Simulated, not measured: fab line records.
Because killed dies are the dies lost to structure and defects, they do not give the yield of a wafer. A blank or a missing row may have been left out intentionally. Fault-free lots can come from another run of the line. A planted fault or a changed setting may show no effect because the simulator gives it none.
Matching of chambers    flow sky130    SKY_PASSIVATION_CVD_02 on pecvd-03: 3 sister chambers
The step deposits Si3N4, target thk 540 nm. 3 wafers are shown with their chamber, then 9 later ones without.

== WAFERS WITH THEIR CHAMBER ==
wafer   chamber  heater_power_w (W)
L085.1  2        769
L085.4  0        572
L085.5  1        785

== WAFERS WITHOUT THEIR CHAMBER ==
wafer   heater_power_w (W)
L089.1  620
L089.2  791
L089.5  679
L092.1  659
L092.5  653
L092.6  755
L094.2  806
L094.3  671
L094.4  686

== WHICH CHAMBER EACH WENT THROUGH ==
wafer   from the rows above           in truth
L089.1  can't be placed: 0 or 2 or 1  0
L089.2  can't be placed: 1 or 2       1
L089.5  can't be placed: 2 or 1 or 0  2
L092.1  can't be placed: 0 or 2 or 1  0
L092.5  can't be placed: 0 or 2 or 1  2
L092.6  can't be placed: 2 or 1       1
L094.2  can't be placed: 1 or 2       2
L094.3  can't be placed: 2 or 0 or 1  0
L094.4  can't be placed: 2 or 1 or 0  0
Correct placement for 0 of the 9. From these rows, 9 cannot be placed; in 9 the true chamber is one of the candidates. Number placed wrongly: 0.
How it was worked out, from the rows above alone: a wafer's distance from a chamber is the root of the sum, over the readings, of the square of ((its reading less the chamber's mean) divided by the reading's scatter). If the next closest chamber is less than 2 further off than the closest, the wafer can't be placed; otherwise it belongs to the closest. Each chamber's mean is taken over the wafers shown for it. The scatter: root of mean squared gap, hidden wafer to nearest shown wafer, with one shown wafer a chamber.
